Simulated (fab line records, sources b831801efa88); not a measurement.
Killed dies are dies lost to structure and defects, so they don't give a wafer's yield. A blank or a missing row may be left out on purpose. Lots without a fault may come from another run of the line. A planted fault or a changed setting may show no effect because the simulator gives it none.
fab line records | flow gf180mcu
record lots=5 wafers=15 last_day=34
route steps=602 shown TOP_METAL@570 PASSIVATION@587
lots that met no fault: from a run of the same line without faults
start_h: hours from the record's first day to the start of the lot's first wafer shown | wait_h: hours since the lot's step before | " the same as in the row above | L1.1+2: a row that stands for several wafers | - no value, or no start given | * or withheld: withheld | < > ~ a bound
route shown NAME@n: a module of which the file shows steps, and the number in the route of the first | usual: mean/standard deviation of fault-free wafers | same: alike in all rows | chamber/n: place in a boat | sites: the reading at each site | _std_site: their standard deviation | _edge_site: outer sites' mean less inner sites' | radius_mm: how far each site lies from the wafer's centre | mask NAME#n: copy n | behind: the tool/chamber that last shaped the wafer | hold: why the lot was held/for how many hours/how that ended | device: the transistor (n, p or np) that didn't switch | end of line: the same wafers' tests at the end of the route | a step without rows: its recipe alone | killed: dies lost to structure and defects at the first sort, not the wafer's yield | map: a wafer's dies, x killed, . not, _ none there
set.NAME: the setting as run; set.NAME@STEP: as run at that earlier step | model.NAME: the simulator's own value behind a step, which no gauge read
lots at some steps of the route; a table a step, a row a wafer
services: from which hour (start_h, from the record's first day; less than 0 if before it) a tool's chamber was out of use, for how many hours, and why
## steps
# step GF_TOP_METAL_SPUTTER_03
# recipe material=Ti target_thk_nm=5 substrate_temp_c=300 chamber_pressure_pa=0.3 power_w=3000 time_s=3.3
# usual throttle_valve_pct=29.3/1.3
# columns lot.wafer tool chamber start_h wait_h throttle_valve_pct
L076.1 pvd_sputter-02 - 647.18 0.0 29.9
L076.3 " - " " 28.3
L076.6 " - " " 29.3
L083.2 pvd_sputter-01 - 697.89 0.0 30.0
L083.3 " - " " 28.6
L083.4 " - " " 31.5
L087.2 pvd_sputter-01 - 722.55 0.0 28.8
L087.5 " - " " 28.5
L087.6 " - " " 30.2
L086.4 pvd_sputter-02 - 730.70 0.0 28.2
L086.5 " - " " 28.5
L086.6 " - " " 29.6
L094.1 pvd_sputter-01 - 770.47 0.0 30.4
L094.2 " - " " 27.4
L094.5 " - " " 27.3
# step GF_TOP_METAL_SPUTTER_04
# recipe material=TiN target_thk_nm=25 power_w=6500 time_s=20.8 chamber_pressure_pa=0.4
# usual throttle_valve_pct=29.3/1.2
# columns lot.wafer tool chamber start_h wait_h throttle_valve_pct
L076.1 pvd_sputter-02 - 647.20 0.0 29.6
L076.3 " - " " 28.2
L076.6 " - " " 29.8
L083.2 pvd_sputter-01 - 697.91 0.0 30.1
L083.3 " - " " 28.7
L083.4 " - " " 31.3
L087.2 pvd_sputter-01 - 722.57 0.0 28.4
L087.5 " - " " 28.5
L087.6 " - " " 30.4
L086.4 pvd_sputter-02 - 730.72 0.0 28.3
L086.5 " - " " 28.3
L086.6 " - " " 29.6
L094.1 pvd_sputter-01 - 770.49 0.0 30.2
L094.2 " - " " 27.0
L094.5 " - " " 27.5
# step GF_TOP_METAL_RS_MEAS_05
# recipe thk_meas_gauge=four-point-probe reads=TiN_of_TOP_METAL_SPUTTER_04+Ti_of_TOP_METAL_SPUTTER_03+AlCu_of_TOP_METAL_SPUTTER_02+TiN_of_TOP_METAL_SPUTTER_01+Ti_of_TOP_METAL_SPUTTER_00
# usual TOP_METAL_ALCU_RS=0.0328/0.0004
# columns lot.wafer tool chamber start_h wait_h TOP_METAL_ALCU_RS[ohm/sq]
L076.1 film_metro-02 - 647.23 0.0 0.0332
L076.3 " - " " 0.0335
L076.6 " - " " 0.0331
L083.2 film_metro-03 - 697.96 0.0 0.0329
L083.3 " - " " 0.0331
L083.4 " - " " 0.0323
L087.2 film_metro-02 - 722.62 0.0 0.0328
L087.5 " - " " 0.0328
L087.6 " - " " 0.0325
L086.4 film_metro-03 - 730.81 0.1 0.0335
L086.5 " - " " 0.0332
L086.6 " - " " 0.0328
L094.1 film_metro-02 - 770.52 0.0 0.0330
L094.2 " - " " 0.0328
L094.5 " - " " 0.0328
# step GF_TOP_METAL_THK_MEAS_06
# recipe thk_meas_gauge=xrf reads=AlCu_of_TOP_METAL_SPUTTER_02
# usual TOP_METAL_ALCU_THK=884/11
# columns lot.wafer tool chamber start_h wait_h TOP_METAL_ALCU_THK[nm]
L076.1 film_metro-02 - 647.35 0.1 872
L076.3 " - " " 860
L076.6 " - " " 865
L083.2 film_metro-03 - 698.07 0.1 883
L083.3 " - " " 878
L083.4 " - " " 896
L087.2 film_metro-02 - 722.73 0.1 886
L087.5 " - " " 879
L087.6 " - " " 891
L086.4 film_metro-03 - 730.90 0.1 868
L086.5 " - " " 870
L086.6 " - " " 883
L094.1 film_metro-02 - 770.64 0.1 883
L094.2 " - " " 884
L094.5 " - " " 888
# step GF_TOP_METAL_DEHYDRATE_07
# recipe temp_c=200 time_s=60
# columns lot.wafer tool chamber start_h wait_h
L076.1+3+6 litho_track-02 0 656.63 9.3
L083.2+3+4 litho_track-01 0 705.86 7.8
L087.2+5+6 litho_track-01 0 730.36 7.6
L086.4+5+6 litho_track-02 0 739.35 8.4
L094.1+2+5 litho_track-02 0 777.93 7.3
# step GF_TOP_METAL_HMDS_08
# recipe prime_time_s=60 prime_temp_c=120
# columns lot.wafer tool chamber start_h wait_h
L076.1+3+6 litho_track-02 0 656.78 0.1
L083.2+3+4 litho_track-01 0 706.01 0.1
L087.2+5+6 litho_track-01 0 730.51 0.1
L086.4+5+6 litho_track-02 0 739.50 0.1
L094.1+2+5 litho_track-02 0 778.08 0.1
# step GF_TOP_METAL_COAT_09
# recipe resist=NOVOLAK spin_rpm=3000 resist_thk_nm=1500
# columns lot.wafer tool chamber start_h wait_h
L076.1+3+6 litho_track-02 0 656.93 0.1
L083.2+3+4 litho_track-01 0 706.16 0.1
L087.2+5+6 litho_track-01 0 730.66 0.1
L086.4+5+6 litho_track-02 0 739.65 0.1
L094.1+2+5 litho_track-02 0 778.23 0.1
# step GF_TOP_METAL_SOFTBAKE_10
# recipe temp_c=90 time_s=60 resist=NOVOLAK
# columns lot.wafer tool chamber start_h wait_h
L076.1+3+6 litho_track-02 0 657.08 0.1
L083.2+3+4 litho_track-01 0 706.31 0.1
L087.2+5+6 litho_track-01 0 730.81 0.1
L086.4+5+6 litho_track-02 0 739.80 0.1
L094.1+2+5 litho_track-02 0 778.38 0.1
# step GF_TOP_METAL_EXPOSE_11
# recipe mask_id=MetalTop target_cd_nm=440 na=0.6 source_shape=conventional sigma_outer=0.6 dose_mj=170
# columns lot.wafer tool chamber start_h wait_h mask
L076.1+3+6 iline_stepper-02 0 - - MetalTop#0
L083.2+3+4 iline_stepper-02 0 - - MetalTop#0
L087.2+5+6 iline_stepper-01 0 - - MetalTop#0
L086.4+5+6 iline_stepper-01 0 - - MetalTop#0
L094.1+2+5 iline_stepper-02 0 - - MetalTop#0
# step GF_TOP_METAL_PEB_12
# recipe temp_c=withheld time_s=* resist=NOVOLAK
# columns lot.wafer tool chamber start_h wait_h
L076.1+3+6 litho_track-03 0 - -
L083.2+3+4 litho_track-02 0 - -
L087.2+5+6 litho_track-03 0 - -
L086.4+5+6 litho_track-01 0 - -
L094.1+2+5 litho_track-02 0 - -
# step GF_TOP_METAL_DEVELOP_13
# recipe develop_time_s=60 dev_temp_c=23
# columns lot.wafer tool chamber start_h wait_h
L076.1+3+6 litho_track-03 0 665.22 0.1
L083.2+3+4 litho_track-02 0 715.70 0.1
L087.2+5+6 litho_track-03 0 739.60 0.1
L086.4+5+6 litho_track-01 0 747.41 0.1
L094.1+2+5 litho_track-02 0 786.18 0.1
# step GF_TOP_METAL_CD_MEAS_14
# recipe target_cd_nm=440
# usual cd_nm=439.9/2.4
# columns lot.wafer tool chamber start_h wait_h cd_nm
L076.1 cd_sem-02 - 665.37 0.1 439.7
L076.3 " - " " 438.9
L076.6 " - " " 438.1
L083.2 cd_sem-02 - 715.85 0.1 438.7
L083.3 " - " " 439.1
L083.4 " - " " 437.9
L087.2 cd_sem-01 - 739.74 0.1 440.2
L087.5 " - " " 438.9
L087.6 " - " " 440.4
L086.4 cd_sem-02 - 747.54 0.1 443.6
L086.5 " - " " 443.1
L086.6 " - " " 443.5
L094.1 cd_sem-02 - 786.33 0.1 438.5
L094.2 " - " " 440.0
L094.5 " - " " 438.9
# step GF_TOP_METAL_OVL_MEAS_15
# usual TOP_METAL_OVL=-0.3/1.1
# columns lot.wafer tool chamber start_h wait_h TOP_METAL_OVL[nm]
L076.1 overlay-01 - 665.49 0.1 1.0
L076.3 " - " " 0.3
L076.6 " - " " -0.2
L083.2 overlay-01 - 715.95 0.1 0.8
L083.3 " - " " -1.5
L083.4 " - " " -0.4
L087.2 overlay-02 - 739.85 0.1 0.6
L087.5 " - " " 1.5
L087.6 " - " " -0.7
L086.4 overlay-01 - 747.62 0.1 -2.6
L086.5 " - " " -3.0
L086.6 " - " " -0.1
L094.1 overlay-01 - 786.45 0.1 0.1
L094.2 " - " " -1.6
L094.5 " - " " -0.3
# step GF_TOP_METAL_METAL_ETCH_16
# recipe chemistry=Cl2/BCl3 mask_material=NOVOLAK target_depth_nm=1077.5 stop_on=SiO2 pressure_mtorr=8 icp_w=800 bias_w=140 Cl2_flow_sccm=80 bcl3_flow_sccm=40 time_s=179.6
# usual drypump_motor_current_A=5.75/0.24 he_backside_leak_sccm=3.3/0.35 oes_product_au=0.964/0.0072 throttle_valve_pct=28.258/0.01
# columns lot.wafer tool chamber start_h wait_h drypump_motor_current_A he_backside_leak_sccm oes_product_au rf_hours_counter_h throttle_valve_pct
L076.1 rie_metal-03 1 665.53 0.0 5.45 3.2 0.958 12 28.260
L076.3 " 1 " " 5.43 3.2 0.952 - 28.277
L076.6 " 1 " " 5.44 3.2 0.957 - 28.273
L083.2 rie_metal-01 0 715.98 0.0 6.08 3.0 0.968 4 28.268
L083.3 " 1 " " 5.51 3.3 0.968 - 28.261
L083.4 " 0 " " 6.07 3.1 0.977 - 28.253
L087.2 rie_metal-04 1 739.94 0.1 5.51 3.5 0.962 - 28.257
L087.5 " 1 " " 5.52 3.6 0.967 - 28.253
L087.6 " 1 " " 5.51 3.7 0.960 - 28.244
L086.4 rie_metal-01 0 747.70 0.1 6.05 3.2 0.953 - 28.274
L086.5 " 1 " " 5.50 3.3 0.957 - 28.279
L086.6 " 0 " " 6.04 3.3 0.961 - 28.259
L094.1 rie_metal-04 0 786.48 0.0 5.89 3.2 0.960 2 28.254
L094.2 " 1 " " 5.55 3.8 0.960 4 28.272
L094.5 " 1 " " 5.52 3.6 0.970 - 28.253
# step GF_TOP_METAL_STRIP_17
# recipe chemistry=O2/N2 power_w=1400 pressure_mtorr=1500 platen_temp_c=250 o2_flow_sccm=3000 n2_flow_sccm=300 overash_fraction=0.5
# usual drypump_motor_current_A=5.82/0.19 heater_power_w=355/32 oes_product_au=0.710/0.0045 strip_time_to_endpoint_s=13.47/0.092
# columns lot.wafer tool chamber start_h wait_h drypump_motor_current_A heater_power_w oes_product_au rf_hours_counter_h strip_time_to_endpoint_s
L076.1 plasma_asher-03 1 665.70 0.1 5.93 411 0.714 59 13.54
L076.3 " 0 " " 6.12 346 0.709 - 13.47
L076.6 " 0 " " 6.12 333 0.710 - 13.44
L083.2 plasma_asher-02 1 716.16 0.1 5.61 330 0.713 90 13.36
L083.3 " 0 " " 5.99 358 0.714 - 13.45
L083.4 " 1 " " 5.59 332 0.709 - 13.34
L087.2 plasma_asher-03 1 740.23 0.2 5.97 411 0.717 67 13.57
L087.5 " 1 " " 5.97 412 0.701 - 13.57
L087.6 " 0 " " 6.14 334 0.707 - 13.56
L086.4 plasma_asher-02 1 747.85 0.1 5.61 321 0.710 - 13.54
L086.5 " 1 " " 5.59 331 0.710 - 13.69
L086.6 " 0 " " 5.93 371 0.706 - 13.51
L094.1 plasma_asher-02 1 786.66 0.1 5.61 325 0.700 99 13.31
L094.2 " 0 " " 5.96 370 0.710 99 13.49
L094.5 " 0 " " 5.96 362 0.708 - 13.38
# step GF_TOP_METAL_STRIP_18
# recipe chemistry=post_etch_residue_remover time_s=1200 temp_c=72.5
# columns lot.wafer tool chamber start_h wait_h
L076.1+3+6 wet_bench-01 3 665.80 0.1
L083.2+3+4 wet_bench-01 2 716.26 0.1
L087.2+5+6 wet_bench-01 3 740.33 0.1
L086.4+5+6 wet_bench-02 1 747.91 0.0
L094.1+2+5 wet_bench-03 1 786.76 0.1
# step GF_TOP_METAL_CLEAN_19
# recipe chemistry=DIW dry=n2_spin
# columns lot.wafer tool chamber start_h wait_h
L076.1+3+6 wet_bench-03 3 666.49 0.0
L083.2+3+4 wet_bench-02 2 716.60 0.0
L087.2+5+6 wet_bench-02 0 740.67 0.0
L086.4+5+6 wet_bench-03 2 748.66 0.0
L094.1+2+5 wet_bench-01 0 787.10 0.0
# step GF_PASSIVATION_CVD_00
# recipe material=SiO2 target_thk_nm=1000 precursor=TEOS temp_c=400 time_s=111.95 rf_w=600
# usual heater_power_w=611/90
# columns lot.wafer tool chamber start_h wait_h heater_power_w
L076.1 pecvd-03 2 666.58 0.0 498
L076.3 " 1 " " 532
L076.6 " 1 " " 591
L083.2 pecvd-03 0 716.69 0.0 580
L083.3 " 0 " " 653
L083.4 " 2 " " 568
L087.2 pecvd-01 1 740.85 0.0 525
L087.5 " 1 " " 429
L087.6 " 2 " " 572
L086.4 pecvd-02 0 748.79 0.0 569
L086.5 " 1 " " 664
L086.6 " 2 " " 762
L094.1 pecvd-03 1 787.19 0.0 584
L094.2 " 0 " " 728
L094.5 " 2 " " 457
# step GF_PASSIVATION_THK_MEAS_01
# recipe reads=SiO2_of_PASSIVATION_CVD_00
# usual PASSIVATION_CVD_00_THK=999/13
# columns lot.wafer tool chamber start_h wait_h PASSIVATION_CVD_00_THK[nm]
L076.1 film_metro-03 - 666.66 0.0 989
L076.3 " - " " 981
L076.6 " - " " 995
L083.2 film_metro-04 - 716.82 0.1 983
L083.3 " - " " 988
L083.4 " - " " 999
L087.2 film_metro-03 - 740.94 0.1 981
L087.5 " - " " 999
L087.6 " - " " 989
L086.4 film_metro-04 - 748.86 0.0 1005
L086.5 " - " " 1032
L086.6 " - " " 1000
L094.1 film_metro-02 - 787.27 0.0 1000
L094.2 " - " " 1003
L094.5 " - " " 1006
# step GF_PASSIVATION_CVD_02
# recipe material=Si3N4 target_thk_nm=700 time_s=486.18 temp_c=400 rf_w=450
# usual heater_power_w=637/87
# columns lot.wafer tool chamber start_h wait_h heater_power_w
L076.1 pecvd-02 0 666.72 0.1 634
L076.3 " 2 " " 726
L076.6 " 2 " " 765
L083.2 pecvd-02 0 716.87 0.0 654
L083.3 " 1 " " 602
L083.4 " 0 " " 691
L087.2 pecvd-02 0 740.99 0.0 722
L087.5 " 1 " " 669
L087.6 " 2 " " 846
L086.4 pecvd-01 1 749.03 0.2 577
L086.5 " 2 " " 491
L086.6 " 0 " " 668
L094.1 pecvd-02 0 787.33 0.1 711
L094.2 " 1 " " 746
L094.5 " 1 " " 601
# step GF_PASSIVATION_THK_MEAS_03
# recipe reads=Si3N4_of_PASSIVATION_CVD_02
# usual PASSIVATION_CVD_02_THK=703/10
# columns lot.wafer tool chamber start_h wait_h PASSIVATION_CVD_02_THK[nm]
L076.1 film_metro-03 - 667.00 0.1 689
L076.3 " - " " 701
L076.6 " - " " 720
L083.2 film_metro-03 - 717.17 0.2 691
L083.3 " - " " 682
L083.4 " - " " 695
L087.2 film_metro-02 - 741.29 0.2 691
L087.5 " - " " 690
L087.6 " - " " 721
L086.4 film_metro-04 - 749.21 0.0 706
L086.5 " - " " 689
L086.6 " - " " 698
L094.1 film_metro-02 - 787.62 0.1 687
L094.2 " - " " 693
L094.5 " - " " 711
# step GF_PASSIVATION_DEHYDRATE_04
# recipe temp_c=200 time_s=60
# columns lot.wafer tool chamber start_h wait_h
L076.1+3+6 litho_track-04 0 676.35 9.3
L083.2+3+4 litho_track-04 0 724.98 7.8
L087.2+5+6 litho_track-03 0 748.75 7.4
L086.4+5+6 litho_track-03 0 757.35 8.1
L094.1+2+5 litho_track-03 0 794.42 6.8
# step GF_PASSIVATION_HMDS_05
# recipe prime_time_s=60 prime_temp_c=120
# columns lot.wafer tool chamber start_h wait_h
L076.1+3+6 litho_track-04 0 676.50 0.1
L083.2+3+4 litho_track-04 0 725.13 0.1
L087.2+5+6 litho_track-03 0 748.90 0.1
L086.4+5+6 litho_track-03 0 757.50 0.1
L094.1+2+5 litho_track-03 0 794.57 0.1
# step GF_PASSIVATION_COAT_06
# recipe spin_rpm=2000 resist_thk_nm=4000
# columns lot.wafer tool chamber start_h wait_h
L076.1+3+6 litho_track-04 0 676.65 0.1
L083.2+3+4 litho_track-04 0 725.28 0.1
L087.2+5+6 litho_track-03 0 749.05 0.1
L086.4+5+6 litho_track-03 0 757.65 0.1
L094.1+2+5 litho_track-03 0 794.72 0.1
# step GF_PASSIVATION_SOFTBAKE_07
# recipe temp_c=110 time_s=withheld
# columns lot.wafer tool chamber start_h wait_h
L076.1+3+6 litho_track-04 0 676.80 0.1
L083.2+3+4 litho_track-04 0 725.43 0.1
L087.2+5+6 litho_track-03 0 749.21 0.1
L086.4+5+6 litho_track-03 0 757.82 0.1
L094.1+2+5 litho_track-03 0 794.87 0.1
# step GF_PASSIVATION_EXPOSE_08
# recipe mask_id=Pad target_cd_nm=40000 na=0.57 dose_mj=310
# columns lot.wafer tool chamber start_h wait_h mask
L076.1+3+6 iline_stepper-01 0 - - Pad#0
L083.2+3+4 iline_stepper-01 0 - - Pad#0
L087.2+5+6 iline_stepper-02 0 - - Pad#0
L086.4+5+6 iline_stepper-01 0 - - Pad#0
L094.1+2+5 iline_stepper-01 0 - - Pad#0
# step GF_PASSIVATION_PEB_09
# recipe temp_c=115 time_s=withheld
# columns lot.wafer tool chamber start_h wait_h
L076.1+3+6 litho_track-03 0 - -
L083.2+3+4 litho_track-04 0 - -
L087.2+5+6 litho_track-03 0 - -
L086.4+5+6 litho_track-03 0 - -
L094.1+2+5 litho_track-02 0 - -
# step GF_PASSIVATION_DEVELOP_10
# recipe develop_time_s=60 dev_temp_c=23
# columns lot.wafer tool chamber start_h wait_h
L076.1+3+6 litho_track-03 0 - -
L083.2+3+4 litho_track-04 0 - -
L087.2+5+6 litho_track-03 0 - -
L086.4+5+6 litho_track-03 0 - -
L094.1+2+5 litho_track-02 0 - -
# step GF_PASSIVATION_ETCH_11
# recipe chemistry=CF4/O2 target_depth_nm=1800 stop_on=TiN source_w=800 bias_w=150 pressure_mtorr=150 cf4_flow_sccm=80 O2_flow_sccm=10 time_s=400
# usual drypump_motor_current_A=5.6/0.32 oes_product_au=0.964/0.0077 throttle_valve_pct=5.960/0.0087
# columns lot.wafer tool chamber start_h wait_h drypump_motor_current_A oes_product_au rf_hours_counter_h throttle_valve_pct
L076.1 rie_diel-02 1 685.42 - 6.0 0.946 3 5.952
L076.3 " 0 " " 5.7 0.955 56 5.945
L076.6 " 1 " " 6.0 0.971 - 5.947
L083.2 rie_diel-01 1 734.65 - 5.8 0.956 31 5.959
L083.3 " 2 " " 5.4 0.963 37 5.947
L083.4 " 0 " " 4.8 0.961 2 5.976
L087.2 rie_diel-02 1 758.27 - 6.0 0.959 6 5.955
L087.5 " 1 " " 6.0 0.959 - 5.962
L087.6 " 0 " " 5.7 0.966 - 5.958
L086.4 rie_diel-02 0 765.82 - 5.7 0.965 2 5.967
L086.5 " 0 " " 5.7 0.970 - 5.973
L086.6 " 1 " " 6.0 0.966 - 5.959
L094.1 rie_diel-02 0 802.38 - 5.7 0.955 3 5.962
L094.2 " 2 " " 5.7 0.961 11 5.950
L094.5 " 1 " " 5.9 0.969 - 5.973
# step GF_PASSIVATION_STRIP_12
# recipe chemistry=O2/N2 power_w=1400 pressure_mtorr=1500 platen_temp_c=250 o2_flow_sccm=3000 n2_flow_sccm=300 overash_fraction=0.5
# usual drypump_motor_current_A=5.6/0.41 heater_power_w=358/33 oes_product_au=0.719/0.0047 strip_time_to_endpoint_s=34.79/0.25
# columns lot.wafer tool chamber start_h wait_h drypump_motor_current_A heater_power_w oes_product_au rf_hours_counter_h strip_time_to_endpoint_s
L076.1 plasma_asher-04 1 685.66 0.1 5.8 387 0.725 25 35.08
L076.3 " 1 " " 5.8 392 0.721 - 34.84
L076.6 " 1 " " 5.8 377 0.715 - 34.97
L083.2 plasma_asher-04 1 734.89 0.1 5.8 392 0.706 29 34.76
L083.3 " 0 " " 4.9 332 0.715 - 34.83
L083.4 " 1 " " 5.8 385 0.721 - 35.24
L087.2 plasma_asher-04 0 758.51 0.1 4.9 333 0.717 32 35.02
L087.5 " 1 " " 5.8 385 0.715 - 34.96
L087.6 " 0 " " 4.9 332 0.718 - 34.49
L086.4 plasma_asher-04 1 766.09 0.2 5.8 382 0.728 - 34.34
L086.5 " 1 " " 5.8 370 0.719 - 34.44
L086.6 " 0 " " 4.9 331 0.728 - 34.94
L094.1 plasma_asher-01 1 802.62 0.1 5.6 367 0.720 7 34.71
L094.2 " 0 " " 5.8 317 0.712 7 34.86
L094.5 " 0 " " 5.8 315 0.721 - 35.03
# step GF_PASSIVATION_ANNEAL_13
# recipe temp_c=400 time_s=1800 ambient=N2/H2 idle_temp_c=300 ramp_up_c_per_min=10 ramp_down_c_per_min=3
# usual zone_power_lower_pct=3.94/0.13 zone_power_top_pct=10.58/0.17
# columns lot.wafer tool chamber start_h wait_h zone_power_lower_pct zone_power_top_pct
L076.1 furnace-01 0 685.76 0.1 4.01 10.82
L076.3 " 0 " " 4.04 10.76
L076.6 " 0 " " 4.02 10.90
L083.2 furnace-02 0 734.99 0.1 3.84 10.28
L083.3 " 0 " " 3.79 10.48
L083.4 " 0 " " 3.87 10.55
L087.2 furnace-01 0 758.61 0.1 4.06 10.67
L087.5 " 0 " " 4.04 10.71
L087.6 " 0 " " 4.02 10.62
L086.4 furnace-02 0 766.16 0.0 3.85 10.45
L086.5 " 0 " " 3.75 10.36
L086.6 " 0 " " 3.84 10.36
L094.1 furnace-02 0 802.72 0.1 3.77 10.44
L094.2 " 0 " " 3.81 10.51
L094.5 " 0 " " 3.84 10.69
# step GF_PASSIVATION_BOW_MEAS_14
# recipe mode=bow
# usual PASSIVATION_BOW=135/10
# columns lot.wafer tool chamber start_h wait_h PASSIVATION_BOW[um]
L076.1 film_metro-03 - 687.26 0.0 134
L076.3 " - " " 135
L076.6 " - " " 140
L083.2 film_metro-03 - 736.51 0.0 142
L083.3 " - " " 137
L083.4 " - " " 149
L087.2 film_metro-03 - 760.13 0.0 136
L087.5 " - " " 148
L087.6 " - " " 145
L086.4 film_metro-03 - 767.72 0.1 151
L086.5 " - " " 154
L086.6 " - " " 152
L094.1 film_metro-03 - 804.22 0.0 128
L094.2 " - " " 117
L094.5 " - " " 130
## services
# columns tool chamber start_h hours kind
furnace-02 - 623.99 2.7 pm
wet_bench-02 - 657.54 0.9 repair
wet_bench-02 - 659.10 2.0 repair
rie_diel-02 0 660.76 11.2 repair
plasma_asher-04 - 664.98 2.8 pm
pecvd-02 - 668.64 0.6 repair
iline_stepper-01 - 685.19 1.7 pm
rie_diel-02 1 688.02 16.8 repair
plasma_asher-04 - 688.95 6.3 repair
furnace-02 - 704.09 3.7 repair
pecvd-03 1 708.88 12.3 repair
pvd_sputter-01 - 723.15 1.0 repair
pvd_sputter-01 - 723.18 2.8 repair
iline_stepper-02 - 729.32 11.9 repair
pvd_sputter-02 - 741.88 12.1 repair
rie_diel-02 3 756.18 3.7 repair
iline_stepper-02 - 767.63 4.1 repair
rie_diel-02 - 769.38 0.2 repair
iline_stepper-01 - 772.84 8.4 repair
iline_stepper-02 - 781.39 1.7 pm
iline_stepper-01 - 789.19 4.4 pm
rie_diel-02 3 793.55 13.2 repair
pecvd-02 - 795.68 2.8 pm
pecvd-02 - 799.44 6.0 pm
## key
fault none
